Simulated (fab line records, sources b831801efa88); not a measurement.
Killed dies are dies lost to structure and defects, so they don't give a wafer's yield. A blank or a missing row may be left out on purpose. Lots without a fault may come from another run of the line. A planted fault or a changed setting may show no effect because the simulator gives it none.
Chamber matching | flow sky130 | SKY_PAD_OPEN_ETCH_07 on rie_diel-04: 4 sister chambers
The step etches the open film in CF4/O2, stops on AlCu, target depth 725 nm, time 161.1 s. 18 wafers are shown with their chamber, then 9 later ones without.

WAFERS WITH THEIR CHAMBER
wafer  | chamber | drypump_motor_current_A (A) | oes_product_au (a.u.) | throttle_valve_pct (%)
L075.4 | 3       | 6.2                         | 0.988                 | 5.962
L075.5 | 3       | 6.2                         | 0.988                 | 5.964
L075.6 | 2       | 5.6                         | 0.979                 | 5.961
L076.1 | 3       | 6.2                         | 0.971                 | 5.950
L076.3 | 0       | 6.4                         | 0.980                 | 5.956
L076.5 | 3       | 6.2                         | 0.972                 | 5.959
L078.1 | 1       | 5.6                         | 0.983                 | 5.950
L078.4 | 3       | 6.2                         | 0.990                 | 5.984
L078.5 | 0       | 6.3                         | 0.981                 | 5.981
L079.1 | 3       | 6.2                         | 0.975                 | 5.967
L079.3 | 2       | 5.6                         | 0.973                 | 5.965
L079.5 | 3       | 6.2                         | 0.988                 | 5.955
L082.1 | 1       | 5.6                         | 0.977                 | 5.967
L082.3 | 2       | 5.6                         | 0.969                 | 5.968
L082.6 | 2       | 5.6                         | 0.973                 | 5.974
L086.1 | 3       | 6.2                         | 0.990                 | 5.955
L086.2 | 1       | 5.6                         | 0.986                 | 5.968
L086.5 | 0       | 6.4                         | 0.980                 | 5.973

SIGNATURES (means of the wafers above)
reading                 | chamber 0 | chamber 1 | chamber 2 | chamber 3 | scatter within a chamber
drypump_motor_current_A | 6.367     | 5.600     | 5.600     | 6.200     | 0.0218
oes_product_au          | 0.98033   | 0.98200   | 0.97350   | 0.98275   | 0.00652
throttle_valve_pct      | 5.97000   | 5.96167   | 5.96700   | 5.96200   | 0.00995
Rule: a wafer's distance from a chamber is the root of the sum, over the readings, of the square of ((its reading less the chamber's mean) divided by the reading's scatter). The wafer belongs to the nearest chamber; if the next one is less than 2 further off, it can't be placed. The scatter: the root of (the sum of the squares of (reading less its chamber's mean) over the shown wafers, divided by (wafers less chambers)).

WAFERS WITHOUT THEIR CHAMBER
wafer  | drypump_motor_current_A (A) | oes_product_au (a.u.) | throttle_valve_pct (%)
L089.2 | 6.2                         | 0.984                 | 5.963
L089.4 | 6.4                         | 0.991                 | 5.950
L089.5 | 6.4                         | 0.985                 | 5.963
L091.1 | 5.6                         | 0.987                 | 5.976
L091.2 | 6.3                         | 0.978                 | 5.957
L091.3 | 5.6                         | 0.966                 | 5.951
L097.1 | 6.3                         | 0.971                 | 5.974
L097.5 | 5.6                         | 0.972                 | 5.962
L097.6 | 5.6                         | 0.979                 | 5.961

WHICH CHAMBER EACH WENT THROUGH
wafer  | from the rows above     | in truth
L089.2 | 3                       | 3
L089.4 | 0                       | 0
L089.5 | 0                       | 0
L091.1 | can't be placed: 1 or 2 | 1
L091.2 | can't be placed: 0 or 3 | 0
L091.3 | can't be placed: 2 or 1 | 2
L097.1 | can't be placed: 0 or 3 | 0
L097.5 | can't be placed: 2 or 1 | 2
L097.6 | can't be placed: 1 or 2 | 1
Placed correctly: 3 of 9. Can't be placed from these rows: 6 (the true chamber is among the candidates in 6). Placed wrongly: 0.
